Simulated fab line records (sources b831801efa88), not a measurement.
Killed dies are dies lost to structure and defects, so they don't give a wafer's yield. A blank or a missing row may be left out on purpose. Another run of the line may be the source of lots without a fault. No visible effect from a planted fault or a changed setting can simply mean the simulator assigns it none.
Which of the tools did it?    flow gf180mcu    13 lots with 39 wafers sampled at 5 steps, on a route of 602 steps

== WHAT EACH GAUGE READ, for each wafer ==
GF_STI_THK_MEAS_24. Usual: STI_CVD_23_THK 654 nm, standard deviation 8.3.
lot   measured     on             STI_CVD_23_THK (nm)  flag
L984  day 2 04:01  film-metro-02  670 673 666          
L985  day 2 09:40  film-metro-03  659 648 657          
L986  day 2 14:34  film-metro-02  653 668 651          
L987  day 2 19:40  film-metro-02  653 661 667          
L990  day 3 11:34  film-metro-04  645 663 648          
L992  day 3 21:23  film-metro-03  659 655 652          
L993  day 4 02:16  film-metro-03  642 653 655          
L994  day 4 09:13  film-metro-03  658 655 640          
L996  day 4 17:56  film-metro-03  653 655 660          
L997  day 5 01:48  film-metro-02  649 643 650          
L999  day 5 10:17  film-metro-03  651 649 649          
L101  day 5 19:48  film-metro-04  656 649 639          
L105  day 6 17:05  film-metro-04  662 655 653          

GF_VT_IMPLANT_TW_MEAS_10. Usual: VT_IMPLANT_TW 562.1, standard deviation 2.5.
lot   measured      on             VT_IMPLANT_TW      flag
L984  day 5 16:39   film-metro-04  564.0 562.6 563.9  
L985  day 5 23:46   film-metro-03  559.4 560.6 561.8  
L986  day 6 07:52   film-metro-03  558.6 559.9 557.5  
L987  day 6 10:53   film-metro-01  561.4 561.3 562.0  
L990  day 7 09:22   film-metro-04  563.7 562.8 564.2  
L992  day 7 21:08   film-metro-03  560.3 562.3 559.9  
L993  day 8 04:25   film-metro-01  563.0 563.3 561.9  
L994  day 8 09:25   film-metro-04  563.9 563.6 566.7  
L996  day 8 20:05   film-metro-01  563.6 565.1 567.1  
L997  day 9 03:56   film-metro-04  560.2 563.7 562.8  
L999  day 9 17:14   film-metro-04  700.0 695.6 691.3  OFF
L101  day 10 03:20  film-metro-01  700.8 699.0 697.3  OFF
L105  day 10 23:56  film-metro-01  561.2 561.1 562.3  

GF_VT_IMPLANT_OVL_MEAS_29. Usual: VT_IMPLANT_02_OVL -0.3 nm, standard deviation 1.2.
lot   measured      on          VT_IMPLANT_02_OVL (nm)  flag
L984  day 6 23:38   overlay-01  0.7 -0.2 1.0            
L985  day 7 05:55   overlay-02  -0.5 -0.9 -2.1          
L986  day 7 15:04   overlay-01  1.4 -1.7 1.9            
L987  day 7 18:04   overlay-01  1.6 1.1 0.8             
L990  day 8 17:55   overlay-02  -3.1 -0.8 -1.3          
L992  day 9 06:01   overlay-01  2.8 0.6 1.8             
L993  day 9 14:37   overlay-02  -0.8 -1.7 -0.5          
L994  day 9 23:14   overlay-01  -0.6 -0.7 -1.3          
L996  day 10 05:13  overlay-01  -0.9 -0.1 -0.4          
L997  day 10 17:32  overlay-01  0.7 -0.2 2.0            
L999  day 11 03:38  overlay-02  0.3 -0.9 -0.9           
L101  day 11 14:59  overlay-02  -0.8 -1.3 -1.3          
L105  day 12 14:12  overlay-02  -0.8 0.2 -0.6           

== EACH LOT AND THE TOOL THAT RAN IT (in order: tool; ch and the chambers of the sampled wafers; start) ==
lot   GF_VT_IMPLANT_IMPLANT_08         GF_VT_IMPLANT_STRIP_09
L984  implanter-01 ch 0, day 5 16:25   plasma-asher-04 ch 0,1, day 5 16:32
L985  implanter-01 ch 0, day 5 23:31   plasma-asher-03 ch 0,1, day 5 23:40
L986  implanter-02 ch 0, day 6 07:35   plasma-asher-04 ch 0, day 6 07:44
L987  implanter-01 ch 0, day 6 10:40   plasma-asher-02 ch 0,1, day 6 10:47
L990  implanter-01 ch 0, day 7 09:07   plasma-asher-02 ch 0,1, day 7 09:16
L992  implanter-04 ch 0, day 7 20:53   plasma-asher-03 ch 0,1, day 7 21:02
L993  implanter-04 ch 0, day 8 04:10   plasma-asher-02 ch 1, day 8 04:19
L994  implanter-01 ch 0, day 8 09:11   plasma-asher-03 ch 0, day 8 09:19
L996  implanter-02 ch 0, day 8 19:50   plasma-asher-03 ch 0,1, day 8 19:59
L997  implanter-04 ch 0, day 9 03:43   plasma-asher-04 ch 0,1, day 9 03:50
L999  implanter-04 ch 0, day 9 16:41   plasma-asher-03 ch 0,1, day 9 17:07
L101  implanter-04 ch 0, day 10 02:47  plasma-asher-04 ch 0,1, day 10 03:14
L105  implanter-02 ch 0, day 10 23:41  plasma-asher-04 ch 0,1, day 10 23:50
- GF_VT_IMPLANT_IMPLANT_08
- GF_VT_IMPLANT_STRIP_09: strips in O2/N2.

== AS READ BY THE TOOLS THEMSELVES (means over the sampled wafers that have a number; for cases with no such wafer, the mark the record gives instead) ==
GF_VT_IMPLANT_IMPLANT_08. Usual: beam-energy-keV 19.999, standard deviation 0.007; end-station-pressure-torr 5.03e-06 Torr, standard deviation 2.5e-07.
lot   tool          beam-energy-keV  end-station-pressure-torr (Torr)  flag
L984  implanter-01  20.007           5.06e-06                          
L985  implanter-01  19.992           5.05e-06                          
L986  implanter-02  20.004           5.29e-06                          
L987  implanter-01  19.994           5.05e-06                          
L990  implanter-01  19.998           4.85e-06                          
L992  implanter-04  19.989           4.94e-06                          
L993  implanter-04  19.990           5.06e-06                          
L994  implanter-01  20.003           5.06e-06                          
L996  implanter-02  19.998           4.80e-06                          
L997  implanter-04  19.998           5.16e-06                          
L999  implanter-04  20.000           4.92e-06                          
L101  implanter-04  20.001           5.25e-06                          
L105  implanter-02  19.999           5.22e-06                          

GF_VT_IMPLANT_STRIP_09. Usual: drypump-motor-current-A 6.1 A, standard deviation 0.37; heater-power-w 330 W, standard deviation 29; o2-flow-sccm 3000 sccm, standard deviation 8.6; oes-product-au 0.716 a.u., standard deviation 0.0045; strip-time-to-endpoint-s 12.62 s, standard deviation 0.04.
lot   tool             drypump-motor-current-A (A)  heater-power-w (W)  o2-flow-sccm (sccm)  oes-product-au (a.u.)  strip-time-to-endpoint-s (s)  flag
L984  plasma-asher-04  6.1                          338                 3002                 0.717                  12.60                         
L985  plasma-asher-03  6.0                          346                 3001                 0.717                  12.61                         
L986  plasma-asher-04  5.7                          360                 2994                 0.716                  12.64                         
L987  plasma-asher-02  6.0                          296                 2996                 0.717                  12.64                         
L990  plasma-asher-02  6.0                          299                 3003                 0.716                  12.59                         
L992  plasma-asher-03  6.0                          344                 2999                 0.720                  12.64                         
L993  plasma-asher-02  6.5                          282                 3011                 0.718                  12.57                         
L994  plasma-asher-03  6.6                          304                 3005                 0.714                  12.67                         
L996  plasma-asher-03  6.3                          324                 2998                 0.716                  12.63                         
L997  plasma-asher-04  6.1                          341                 3017                 0.712                  12.66                         
L999  plasma-asher-03  6.3                          326                 3001                 0.717                  12.62                         
L101  plasma-asher-04  5.9                          347                 2993                 0.717                  12.63                         
L105  plasma-asher-04  6.1                          336                 3000                 0.718                  12.72                         

== THE ANSWER, worked out from the rows above alone ==
Rule: a lot counts as off when the mean over its wafers that have a number is more than 3 standard deviations away from the usual mean. Also off: a lot with no number at a reading for which 4 or more lots have one. All remaining lots with rows at the step are treated as sound. The gauges are gone through in route order, then the tools' own readings, and for those a lot's mean is taken as printed above. At the first step where some lot is off, the reading lying furthest off is the one used; lots without a number count as furthest.
Off: at GF_VT_IMPLANT_TW_MEAS_10 (VT_IMPLANT_TW), L999, L101.
If a tool, at a process step before that reading, ran all the lots that are off and no sound lot after the first of them, it fits. Gauges at GF_VT_IMPLANT_TW_MEAS_10: tried the same way as those tools. One candidate fits, namely implanter-04 at GF_VT_IMPLANT_IMPLANT_08. Its last sound lot is L997 (day 9 03:43), its first lot that is off L999 (day 9 16:41): a fault that began between those two fits.

== WHAT HAD BEEN PUT IN BY THE SIMULATOR ==
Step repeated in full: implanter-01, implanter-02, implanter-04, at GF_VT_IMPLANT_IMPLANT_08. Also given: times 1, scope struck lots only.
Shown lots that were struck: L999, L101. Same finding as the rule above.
